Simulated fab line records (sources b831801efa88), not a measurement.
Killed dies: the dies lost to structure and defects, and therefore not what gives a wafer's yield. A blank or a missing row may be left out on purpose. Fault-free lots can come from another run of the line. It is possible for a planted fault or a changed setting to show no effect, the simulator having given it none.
What tool caused it?	flow sky130	14 lots, 42 wafers sampled, at 2 steps of a route of 708

== WHAT THE GAUGES READ, wafer by wafer ==
The record holds no reading of a measuring or inspecting step that can be judged against a usual standard deviation.

== TOOL THAT RAN EACH LOT (tool first, then ch and the chambers of the sampled wafers, then the start) ==
lot	SKY_VIA2_CMP_24	SKY_PAD_OPEN_PROBE_99
L794	cmp-01 ch 0,1,3, day 36 00:10	-
L795	cmp-02 ch 0,1,3, day 36 13:52	-
L798	cmp-02 ch 0,3, day 37 16:20	prober-02, day 46 19:53
L797	cmp-02 ch 0,2,3, day 37 19:40	prober-01, day 46 21:01
L799	cmp-02 ch 1,2,3, day 37 20:51	prober-02, day 46 22:13
L809	cmp-01 ch 1,2, day 40 18:42	-
L810	cmp-02 ch 0,1,3, day 41 03:49	prober-01, day 49 11:10
L811	cmp-02 ch 1,2, day 41 10:06	-
L812	cmp-01 ch 1,2,3, day 41 10:38	-
L813	cmp-02 ch 0,1,2, day 42 03:13	prober-02, day 50 05:10
L814	cmp-02 ch 0,3, day 42 10:54	-
L815	cmp-02 ch 0,2,3, day 42 21:11	-
L816	cmp-01 ch 0,1,2, day 43 04:52	-
L817	cmp-01 ch 0,1,3, day 43 16:15	-
- SKY_VIA2_CMP_24: polishes, stops on SiO2, t overpolish 20 s, target thk 0 nm.
- SKY_PAD_OPEN_PROBE_99

== WHAT THE TOOLS THEMSELVES READ (means of the sampled wafers that have a number; where no wafer has one, the mark that the record gives instead) ==
SKY_VIA2_CMP_24.
lot	tool	motor-current-A (A)	overpolish-run-s (s)	time-to-endpoint-s (s)
L794	cmp-01	10.7	20.004	102
L795	cmp-02	10.6	19.995	99
L798	cmp-02	11.2	19.999	97
L797	cmp-02	11.6	0.042	158
L799	cmp-02	10.6	0.040	158
L809	cmp-01	11.3	20.000	100
L810	cmp-02	10.7	19.993	93
L811	cmp-02	9.7	19.993	98
L812	cmp-01	10.7	20.001	101
L813	cmp-02	9.8	19.994	100
L814	cmp-02	11.7	20.001	102
L815	cmp-02	11.0	19.997	102
L816	cmp-01	11.0	20.009	98
L817	cmp-01	10.5	20.009	101

SKY_PAD_OPEN_PROBE_99.
lot	tool	defect-limited-yield (%)	killed_at_M0_to_M3	killed_at_M4_up	killed-at-contacts	killed-at-front-end	killed-at-other	killed-dies	killed-on-rim	killed-open	killed-short	sort_bin_3_pad_short (%)	sort_bin_5_function (%)	sort_bin_6_memory (%)	sort-n-pass	sort-yield-pct (%)
L798	prober-02	81.5	48	2.3	21	20	0.0	91	18	46	44	0.8	10.2	7.5	401	81.5
L797	prober-01	0.0	446	5.0	27	14	0.3	492	96	43	38	84.7	8.6	6.7	0	0.0
L799	prober-02	0.0	448	1.7	28	14	0.3	492	96	49	41	83.0	10.9	6.2	0	0.0
L810	prober-01	83.5	47	4.0	18	12	0.3	81	17	43	38	0.8	10.1	5.6	411	83.5
L813	prober-02	84.7	41	3.0	19	12	0.3	75	15	40	34	0.5	9.1	5.7	417	84.7

== THE ANSWER, worked out from the rows above alone ==
Rule: the lots themselves supply what counts as usual. The widest of any qualifying gaps counts: lots, ordered by their means at a reading, are off when they make up no more than a third of the lots, leave a main group of 4 or more, and stand apart from it by 3 or more times the standard deviation of that group's means. Not used: any main group whose means are identical at the precision the tables above print for the reading. A lot without any number at a reading at which 4 lots or more have one is off too. Where the step has rows for the other lots, those lots are counted as sound. The gauges are gone through in route order, then the tools' own readings, and for those a lot's mean is taken as printed above. At the first step where some lot is off, the reading lying furthest off is the one used; lots without a number count as furthest.
Off: L797, L799 (SKY_VIA2_CMP_24, overpolish-run-s). Main group: mean 20.000 s, sd 0.0054.
A tool fits if, at that step or a process step before it, it ran every lot that is off, and no sound lot after the first of them. Not one of the candidates tried fits.

== WHAT WAS PUT IN BY THE SIMULATOR ==
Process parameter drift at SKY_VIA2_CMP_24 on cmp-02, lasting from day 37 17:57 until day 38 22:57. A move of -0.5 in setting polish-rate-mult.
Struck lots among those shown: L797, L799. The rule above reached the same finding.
